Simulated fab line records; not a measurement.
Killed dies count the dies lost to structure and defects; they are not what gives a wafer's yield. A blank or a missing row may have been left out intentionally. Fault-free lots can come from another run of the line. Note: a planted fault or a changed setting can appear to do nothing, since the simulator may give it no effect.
Commonality check across tools :: flow gf180mcu :: 13 lots and 39 wafers in the sample

## WHAT PROMPTED THE OPENING
At GF_HV_LDD_THK_MEAS_55 the reading HV_LDD_CVD_54_THK is flagged on 1 of 13 lots. Fault-free wafers read 9.94 nm, with a standard deviation of 0.15.
Rule: a lot is flagged in two cases, either no wafer of it has a number, or all its wafers with numbers fall more than 4 standard deviations from that mean. As for the other lots, they are considered sound.

lot: L640
measured: day 12 12:34
on: film_metro-04
HV_LDD_CVD_54_THK (nm), wafer by wafer: 9.67 9.55 9.49
flag: 

lot: L641
measured: day 12 18:02
on: film_metro-01
HV_LDD_CVD_54_THK (nm), wafer by wafer: 9.89 9.86 9.90
flag: 

lot: L642
measured: day 12 21:00
on: film_metro-01
HV_LDD_CVD_54_THK (nm), wafer by wafer: 9.92 9.94 9.78
flag: 

lot: L644
measured: day 13 13:47
on: film_metro-01
HV_LDD_CVD_54_THK (nm), wafer by wafer: 9.99 10.20 9.94
flag: 

lot: L645
measured: day 14 02:04
on: film_metro-01
HV_LDD_CVD_54_THK (nm), wafer by wafer: 5.06 5.01 4.96
flag: FLAGGED

lot: L654
measured: day 17 08:08
on: film_metro-01
HV_LDD_CVD_54_THK (nm), wafer by wafer: 9.93 10.00 10.00
flag: 

lot: L656
measured: day 17 20:29
on: film_metro-04
HV_LDD_CVD_54_THK (nm), wafer by wafer: 10.10 9.98 10.01
flag: 

lot: L657
measured: day 18 02:40
on: film_metro-01
HV_LDD_CVD_54_THK (nm), wafer by wafer: 10.07 9.94 9.95
flag: 

lot: L658
measured: day 18 12:41
on: film_metro-04
HV_LDD_CVD_54_THK (nm), wafer by wafer: 9.86 9.83 9.99
flag: 

lot: L659
measured: day 18 22:11
on: film_metro-01
HV_LDD_CVD_54_THK (nm), wafer by wafer: 9.98 10.06 9.95
flag: 

lot: L661
measured: day 19 15:53
on: film_metro-03
HV_LDD_CVD_54_THK (nm), wafer by wafer: 9.87 9.83 9.85
flag: 

lot: L662
measured: day 20 08:53
on: film_metro-04
HV_LDD_CVD_54_THK (nm), wafer by wafer: 9.98 10.03 9.84
flag: 

lot: L663
measured: day 20 10:25
on: film_metro-03
HV_LDD_CVD_54_THK (nm), wafer by wafer: 10.01 9.93 9.96
flag: 
The numbers of the flagged lots are 5.01 nm on average: -4.93 nm against the usual, or -33 standard deviations.

## TOOL THAT RAN EACH LOT
The record holds 1 process step before the reading, out of a route of 602 steps. Every cell lists first the tool, next ch and the chambers used by the sampled wafers, and last the start.
lot: L640
flag: 
GF_HV_LDD_CVD_54: lpcvd-01 ch 1, day 12 11:31

lot: L641
flag: 
GF_HV_LDD_CVD_54: lpcvd-01 ch 1, day 12 17:01

lot: L642
flag: 
GF_HV_LDD_CVD_54: lpcvd-02 ch 1, day 12 19:58

lot: L644
flag: 
GF_HV_LDD_CVD_54: lpcvd-02 ch 1, day 13 12:46

lot: L645
flag: FLAGGED
GF_HV_LDD_CVD_54: lpcvd-02 ch 1, day 14 01:01

lot: L654
flag: 
GF_HV_LDD_CVD_54: lpcvd-02 ch 1, day 17 07:06

lot: L656
flag: 
GF_HV_LDD_CVD_54: lpcvd-01 ch 1, day 17 19:28

lot: L657
flag: 
GF_HV_LDD_CVD_54: lpcvd-02 ch 0, day 18 01:38

lot: L658
flag: 
GF_HV_LDD_CVD_54: lpcvd-02 ch 1, day 18 11:10

lot: L659
flag: 
GF_HV_LDD_CVD_54: lpcvd-02 ch 1, day 18 21:09

lot: L661
flag: 
GF_HV_LDD_CVD_54: lpcvd-02 ch 1, day 19 14:22

lot: L662
flag: 
GF_HV_LDD_CVD_54: lpcvd-01 ch 1, day 20 07:21

lot: L663
flag: 
GF_HV_LDD_CVD_54: lpcvd-01 ch 0, day 20 08:53
These steps, and what they do:
- GF_HV_LDD_CVD_54: deposits SiO2 from TEOS, target thk 10 nm, time 75 s.
- GF_HV_LDD_THK_MEAS_55

## FLAGGED AGAINST TOTAL, ONE TOOL AT A TIME (gauges that did the reading follow at the end)
step: GF_HV_LDD_CVD_54
tool: lpcvd-01
lots run: 5
flagged: 0
share of the flagged lots: none
sound lots run after its first flagged lot: -

step: GF_HV_LDD_CVD_54
tool: lpcvd-02
lots run: 8
flagged: 1
share of the flagged lots: all
sound lots run after its first flagged lot: 5 (L654,L657,L658,L659,L661)

step: GF_HV_LDD_THK_MEAS_55
tool: film_metro-01
lots run: 7
flagged: 1
share of the flagged lots: all
sound lots run after its first flagged lot: 3 (L654,L657,L659)

step: GF_HV_LDD_THK_MEAS_55
tool: film_metro-03
lots run: 2
flagged: 0
share of the flagged lots: none
sound lots run after its first flagged lot: -

step: GF_HV_LDD_THK_MEAS_55
tool: film_metro-04
lots run: 4
flagged: 0
share of the flagged lots: none
sound lots run after its first flagged lot: -

## THE TABLE: WHAT IT ALLOWS
In 2 table rows, all flagged lots were run: lpcvd-02 (GF_HV_LDD_CVD_54), film_metro-01 (GF_HV_LDD_THK_MEAS_55).
- lpcvd-02 at GF_HV_LDD_CVD_54: 1 of its 8 lots flagged. Lots that were sound ran on it after the first flagged one (L654, L657, L658, L659, L661); a persistent fault on the entire tool would not allow that. Its own readings lie more than 4 standard deviations out on every wafer of the flagged lots: spike_tc_bottom_C, spike_tc_centre_C, spike_tc_lower_C, spike_tc_top_C, spike_tc_upper_C, susceptor_temp_C.
- film_metro-01 at GF_HV_LDD_THK_MEAS_55: 1 of its 7 lots flagged. Lots that were sound ran on it after the first flagged one (L654, L657, L659); a persistent fault on the entire tool would not allow that.
There is no row in the table that ran each flagged lot and no sound lot after the first.

## WHAT THE SIMULATOR HAD INSERTED
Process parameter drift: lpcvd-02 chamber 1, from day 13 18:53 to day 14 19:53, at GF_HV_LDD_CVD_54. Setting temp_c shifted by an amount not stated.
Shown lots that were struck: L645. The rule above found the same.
